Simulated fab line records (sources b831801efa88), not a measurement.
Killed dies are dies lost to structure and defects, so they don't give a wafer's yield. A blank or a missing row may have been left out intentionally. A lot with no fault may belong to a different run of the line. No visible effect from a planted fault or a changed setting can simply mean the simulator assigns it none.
What tool caused it? ; flow sky130 ; Sampling: 11 lots, 33 wafers, 6 of 708 route steps

## WHAT EACH GAUGE READ, for each wafer
SKY_POLY_GATE_THK_MEAS_21. Usual: POLY_GATE_OXIDATION_THK 4.03 nm, standard deviation 0.078.
lot;measured;on;POLY_GATE_OXIDATION_THK (nm);flag
L399;day 15 23:58;film metro-01;3.99 3.94 3.98;
L403;day 18 21:02;film metro-02;3.98 4.05 3.90;
L404;day 19 00:55;film metro-01;3.90 4.02 4.03;
L405;day 19 00:55;film metro-03;4.08 4.13 4.03;
L406;day 19 00:55;film metro-02;4.00 4.01 3.93;
L417;day 23 07:20;film metro-02;4.09 4.05 4.06;
L416;day 23 11:10;film metro-03;3.95 3.95 4.05;
L418;day 23 20:07;film metro-01;4.10 4.07 4.05;
L419;day 23 17:54;film metro-03;4.03 4.12 4.17;
L420;day 23 21:56;film metro-01;3.99 4.14 4.03;
L422;day 24 13:49;film metro-01;3.97 4.06 3.97;

SKY_LDD_N_TW_MEAS_17. Usual: LDD_N_TW 2594, standard deviation 33.
lot;measured;on;LDD_N_TW;flag
L399;day 17 05:50;film metro-01;2590 2599 2599;
L403;day 20 05:32;film metro-04;2529 2537 2530;
L404;day 20 08:55;film metro-04;2535 2535 2550;
L405;day 20 08:47;film metro-02;2604 2592 2596;
L406;day 20 09:05;film metro-02;2596 2592 2581;
L417;day 24 13:58;film metro-02;2618 2631 2629;
L416;day 24 19:18;film metro-01;2931 2940 2937;OFF
L418;day 25 02:13;film metro-02;3001 2974 2974;OFF
L419;day 25 00:32;film metro-04;2875 2877 2885;OFF
L420;day 25 03:59;film metro-01;2594 2592 2600;
L422;day 25 19:47;film metro-04;2542 2536 2556;

## TOOL THAT RAN EACH LOT (tool first, then ch and the chambers of the sampled wafers, then the start)
lot;SKY_VT_ADJUST_LVTN_STRIP_20;SKY_SONOS_ONO_STRIP_17;SKY_LDD_N_IMPLANT_11;SKY_LDD_N_STRIP_16
L399;plasma asher-04 ch 0,1, day 7 16:43;plasma asher-03 ch 0,1, day 12 14:13;implanter-03 ch 0, day 17 04:59;plasma asher-04 ch 0,1, day 17 05:44
L403;plasma asher-01 ch 0,1, day 8 17:59;plasma asher-04 ch 0,1, day 14 20:43;implanter-04 ch 0, day 20 04:43;plasma asher-01 ch 0,1, day 20 05:26
L404;plasma asher-01 ch 0,1, day 8 22:31;plasma asher-04 ch 0,1, day 14 21:50;implanter-04 ch 0, day 20 08:05;plasma asher-04 ch 0,1, day 20 08:49
L405;plasma asher-01 ch 0,1, day 9 08:10;plasma asher-01 ch 0, day 14 21:47;implanter-01 ch 0, day 20 07:58;plasma asher-03 ch 0,1, day 20 08:41
L406;plasma asher-03 ch 0,1, day 9 15:37;plasma asher-03 ch 0,1, day 14 22:06;implanter-03 ch 0, day 20 08:16;plasma asher-03 ch 0,1, day 20 08:59
L417;plasma asher-01 ch 0,1, day 13 02:35;plasma asher-01 ch 1, day 19 01:43;implanter-01 ch 0, day 24 13:07;plasma asher-01 ch 0,1, day 24 13:52
L416;plasma asher-04 ch 1, day 13 03:13;plasma asher-01 ch 0,1, day 19 03:05;implanter-04 ch 0, day 24 17:44;plasma asher-04 ch 0,1, day 24 19:11
L418;plasma asher-04 ch 0,1, day 13 11:10;plasma asher-04 ch 0,1, day 19 15:13;implanter-04 ch 0, day 25 01:22;plasma asher-03 ch 0,1, day 25 02:07
L419;plasma asher-01 ch 0,1, day 13 11:28;plasma asher-01 ch 0, day 19 14:52;implanter-04 ch 0, day 24 23:41;plasma asher-04 ch 0,1, day 25 00:26
L420;plasma asher-01 ch 0,1, day 13 17:04;plasma asher-03 ch 0,1, day 19 17:52;implanter-01 ch 0, day 25 03:09;plasma asher-04 ch 0,1, day 25 03:53
L422;plasma asher-03 ch 0,1, day 14 02:05;plasma asher-04 ch 0,1, day 20 10:20;implanter-01 ch 0, day 25 18:56;plasma asher-03 ch 0,1, day 25 19:41
- SKY_VT_ADJUST_LVTN_STRIP_20: strips in O2/N2.
- SKY_SONOS_ONO_STRIP_17: strips in O2/N2.
- SKY_LDD_N_IMPLANT_11
- SKY_LDD_N_STRIP_16: strips in O2/N2.

## WHAT THE TOOLS THEMSELVES READ (means of the sampled wafers that have a number; where no wafer has one, the mark that the record gives instead)
SKY_VT_ADJUST_LVTN_STRIP_20. Usual: drypump motor current A 5.7 A, standard deviation 0.58; oes product au 0.715 a.u., standard deviation 0.0048; strip time to endpoint s 14.21 s, standard deviation 0.043.
lot;tool;drypump motor current A (A);oes product au (a.u.);strip time to endpoint s (s);flag
L399;plasma asher-04;5.8;0.719;14.23;
L403;plasma asher-01;5.4;0.718;14.25;
L404;plasma asher-01;5.4;0.719;14.23;
L405;plasma asher-01;5.4;0.718;14.24;
L406;plasma asher-03;5.7;0.711;14.27;
L417;plasma asher-01;5.4;0.718;14.21;
L416;plasma asher-04;5.5;0.714;14.25;
L418;plasma asher-04;5.8;0.714;14.15;
L419;plasma asher-01;5.9;0.714;14.20;
L420;plasma asher-01;5.9;0.713;14.16;
L422;plasma asher-03;5.7;0.714;14.16;

SKY_SONOS_ONO_STRIP_17. Usual: drypump motor current A 5.8 A, standard deviation 0.5; oes product au 0.711 a.u., standard deviation 0.0042; strip time to endpoint s 14.10 s, standard deviation 0.034.
lot;tool;drypump motor current A (A);oes product au (a.u.);strip time to endpoint s (s);flag
L399;plasma asher-03;5.8;0.710;14.11;
L403;plasma asher-04;6.1;0.707;14.11;
L404;plasma asher-04;6.1;0.710;14.12;
L405;plasma asher-01;4.9;0.711;14.14;
L406;plasma asher-03;5.7;0.710;14.11;
L417;plasma asher-01;6.3;0.710;14.05;
L416;plasma asher-01;5.8;0.713;14.12;
L418;plasma asher-04;5.8;0.712;14.08;
L419;plasma asher-01;5.0;0.706;14.08;
L420;plasma asher-03;5.8;0.712;14.11;
L422;plasma asher-04;6.1;0.711;14.10;

SKY_LDD_N_IMPLANT_11. Usual: beam on s 9.99 s, standard deviation 0.19; dose ions cm2 7.499e+13, standard deviation 8.7e+10; faraday current uA 423, standard deviation 7.9.
lot;tool;beam on s (s);dose ions cm2;faraday current uA;flag
L399;implanter-03;10.18;7.506e+13;415;
L403;implanter-04;9.85;7.502e+13;428;
L404;implanter-04;10.04;7.500e+13;422;
L405;implanter-01;10.10;7.505e+13;419;
L406;implanter-03;9.91;7.502e+13;428;
L417;implanter-01;10.01;7.497e+13;424;
L416;implanter-04;57.81;4.444e+14;433;OFF
L418;implanter-04;57.32;4.444e+14;438;OFF
L419;implanter-04;57.59;4.443e+14;435;OFF
L420;implanter-01;9.92;7.496e+13;426;
L422;implanter-01;10.06;7.492e+13;421;

SKY_LDD_N_STRIP_16. Usual: drypump motor current A 5.8 A, standard deviation 0.44; oes product au 0.406 a.u., standard deviation 0.0048; strip time to endpoint s 4.315 s, standard deviation 0.015.
lot;tool;drypump motor current A (A);oes product au (a.u.);strip time to endpoint s (s);flag
L399;plasma asher-04;6.1;0.405;4.289;
L403;plasma asher-01;5.9;0.406;4.326;
L404;plasma asher-04;5.8;0.406;4.310;
L405;plasma asher-03;5.7;0.408;4.306;
L406;plasma asher-03;5.7;0.407;4.329;
L417;plasma asher-01;5.9;0.402;4.319;
L416;plasma asher-04;5.8;0.408;5.221;OFF
L418;plasma asher-03;5.6;0.406;5.211;OFF
L419;plasma asher-04;6.1;0.407;5.204;OFF
L420;plasma asher-04;5.8;0.406;4.333;
L422;plasma asher-03;5.7;0.407;4.319;

## THE ANSWER, worked out from the rows above alone
Rule: a lot is off if the mean of its wafers that have a number lies more than 3 standard deviations from the usual mean. A lot without any number at a reading at which 4 lots or more have one is off too. All remaining lots with rows at the step are treated as sound. After the gauges, taken in route order, come the tools' own readings; for these a lot's mean is taken, as printed above. The first step at which some lot is off is used, and at that step the reading that is off furthest; a lot without a number counts as furthest.
Off: L416, L418, L419, seen at SKY_LDD_N_TW_MEAS_17 (LDD_N_TW).
If a tool, at a process step before that reading, ran all the lots that are off and no sound lot after the first of them, it fits. The gauges at SKY_LDD_N_TW_MEAS_17 aren't tried: what is off there is off at SKY_LDD_N_IMPLANT_11 too, on other tools, and a gauge's error can't cause that. One fits: SKY_LDD_N_IMPLANT_11 on implanter-04. A fault onset in the window from L404 (day 20 08:05, its last sound lot) to L416 (day 24 17:44, its first lot off) fits.
The tool's own readings at SKY_LDD_N_IMPLANT_11 bear it out: on the lots that are off they differ by more than 5 times the standard deviation of the sound lots' means. beam on s reads 57.57 s there against 10.01 s on the sound lots; dose ions cm2 reads 4.444e+14 there against 7.500e+13 on the sound lots.

## WHAT WAS PUT IN BY THE SIMULATOR
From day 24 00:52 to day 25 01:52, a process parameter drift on implanter-04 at SKY_LDD_N_IMPLANT_11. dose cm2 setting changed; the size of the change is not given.
Struck lots among those shown: L416, L419, L418. This agrees with what the rule above found.
